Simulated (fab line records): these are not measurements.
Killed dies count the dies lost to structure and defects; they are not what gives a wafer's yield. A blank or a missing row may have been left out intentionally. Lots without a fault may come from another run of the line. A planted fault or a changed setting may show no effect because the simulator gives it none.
Which tool did it? || flow gf180mcu || 13 lots with 39 wafers sampled at 2 steps, on a route of 602 steps

## WHAT THE GAUGES SHOWED, per wafer
GF_MIM_RS_MEAS_10: measurement is done with a four-point probe.
{"lot": "L923", "measured": "day 24 18:52", "on": "film-metro-04", "MIM_ALCU_RS (ohm/sq)": "0.1590 0.1590 0.1592"}
{"lot": "L924", "measured": "day 25 04:04", "on": "film-metro-02", "MIM_ALCU_RS (ohm/sq)": "0.1607 0.1623 0.1624"}
{"lot": "L925", "measured": "day 25 14:56", "on": "film-metro-03", "MIM_ALCU_RS (ohm/sq)": "0.1633 0.1633 0.1636"}
{"lot": "L927", "measured": "day 26 05:33", "on": "film-metro-04", "MIM_ALCU_RS (ohm/sq)": "0.1589 0.1596 0.1591"}
{"lot": "L928", "measured": "day 26 11:25", "on": "film-metro-03", "MIM_ALCU_RS (ohm/sq)": "0.1606 0.1607 0.1603"}
{"lot": "L929", "measured": "day 26 20:14", "on": "film-metro-02", "MIM_ALCU_RS (ohm/sq)": "0.1601 0.1615 0.1612"}
{"lot": "L930", "measured": "day 27 04:49", "on": "film-metro-04", "MIM_ALCU_RS (ohm/sq)": "0.1622 0.1607 0.1602"}
{"lot": "L931", "measured": "day 27 17:13", "on": "film-metro-04", "MIM_ALCU_RS (ohm/sq)": "0.1607 0.1612 0.1609"}
{"lot": "L933", "measured": "day 28 07:31", "on": "film-metro-04", "MIM_ALCU_RS (ohm/sq)": "0.1610 0.1590 0.1608"}
{"lot": "L934", "measured": "day 28 11:11", "on": "film-metro-02", "MIM_ALCU_RS (ohm/sq)": "0.1595 0.1599 0.1608"}
{"lot": "L937", "measured": "day 29 06:26", "on": "film-metro-04", "MIM_ALCU_RS (ohm/sq)": "0.1606 0.1630 0.1613"}
{"lot": "L939", "measured": "day 30 01:29", "on": "film-metro-02", "MIM_ALCU_RS (ohm/sq)": "0.1625 0.1608 0.1610"}
{"lot": "L942", "measured": "day 30 18:31", "on": "film-metro-04", "MIM_ALCU_RS (ohm/sq)": "0.1615 0.1605 0.1601"}

GF_MIM_THK_MEAS_11: measures by xrf.
{"lot": "L923", "measured": "day 24 18:59", "on": "film-metro-04", "MIM_ALCU_THK (nm)": "202.9 202.7 202.4"}
{"lot": "L924", "measured": "day 25 04:11", "on": "film-metro-02", "MIM_ALCU_THK (nm)": "200.0 197.1 198.0"}
{"lot": "L925", "measured": "day 25 15:04", "on": "film-metro-03", "MIM_ALCU_THK (nm)": "196.4 196.2 197.0"}
{"lot": "L927", "measured": "day 26 05:40", "on": "film-metro-04", "MIM_ALCU_THK (nm)": "203.3 202.6 201.8"}
{"lot": "L928", "measured": "day 26 11:32", "on": "film-metro-03", "MIM_ALCU_THK (nm)": "199.5 199.8 199.7"}
{"lot": "L929", "measured": "day 26 20:21", "on": "film-metro-02", "MIM_ALCU_THK (nm)": "201.5 200.2 199.5"}
{"lot": "L930", "measured": "day 27 04:56", "on": "film-metro-04", "MIM_ALCU_THK (nm)": "198.8 200.7 200.8"}
{"lot": "L931", "measured": "day 27 17:18", "on": "film-metro-04", "MIM_ALCU_THK (nm)": "200.5 199.4 200.9"}
{"lot": "L933", "measured": "day 28 07:38", "on": "film-metro-04", "MIM_ALCU_THK (nm)": "201.6 202.7 200.5"}
{"lot": "L934", "measured": "day 28 11:16", "on": "film-metro-02", "MIM_ALCU_THK (nm)": "200.7 200.5 200.5"}
{"lot": "L937", "measured": "day 29 06:33", "on": "film-metro-04", "MIM_ALCU_THK (nm)": "199.1 197.3 198.4"}
{"lot": "L939", "measured": "day 30 01:37", "on": "film-metro-02", "MIM_ALCU_THK (nm)": "197.0 198.5 199.4"}
{"lot": "L942", "measured": "day 30 18:38", "on": "film-metro-04", "MIM_ALCU_THK (nm)": "199.7 200.5 201.0"}

## WHAT TOOL EACH LOT RAN ON (gives the tool, then ch and the chambers of the sampled wafers, and finally the start)
Before these readings, the record contains no process step.

## WHAT THE TOOLS THEMSELVES READ (means of the sampled wafers that have a number; where no wafer has one, the mark that the record gives instead)
The record holds no such reading with a usual standard deviation.

## THE ANSWER, worked out from the rows above alone
Rule: what is usual is taken from the lots themselves. Put in order of their means at a reading, lots are off if they are a third of the lots or fewer, leave a main group of 4 or more, and stand apart from it by a gap of 3 or more times the standard deviation of the main group's means; of several such gaps the widest counts. A main group whose means are all the same, to the digits that the tables above print for the reading, isn't used. A lot without any number at a reading at which 4 lots or more have one is off too. Where the step has rows for the other lots, those lots are counted as sound. Order of review: gauges by route order, followed by the tools' own readings, for which a lot's mean as printed above is used. At the first step where some lot is off, the reading lying furthest off is the one used; lots without a number count as furthest.
Nothing can be told from this: no lot is off at any reading shown.

## WHAT WAS PUT IN BY THE SIMULATOR
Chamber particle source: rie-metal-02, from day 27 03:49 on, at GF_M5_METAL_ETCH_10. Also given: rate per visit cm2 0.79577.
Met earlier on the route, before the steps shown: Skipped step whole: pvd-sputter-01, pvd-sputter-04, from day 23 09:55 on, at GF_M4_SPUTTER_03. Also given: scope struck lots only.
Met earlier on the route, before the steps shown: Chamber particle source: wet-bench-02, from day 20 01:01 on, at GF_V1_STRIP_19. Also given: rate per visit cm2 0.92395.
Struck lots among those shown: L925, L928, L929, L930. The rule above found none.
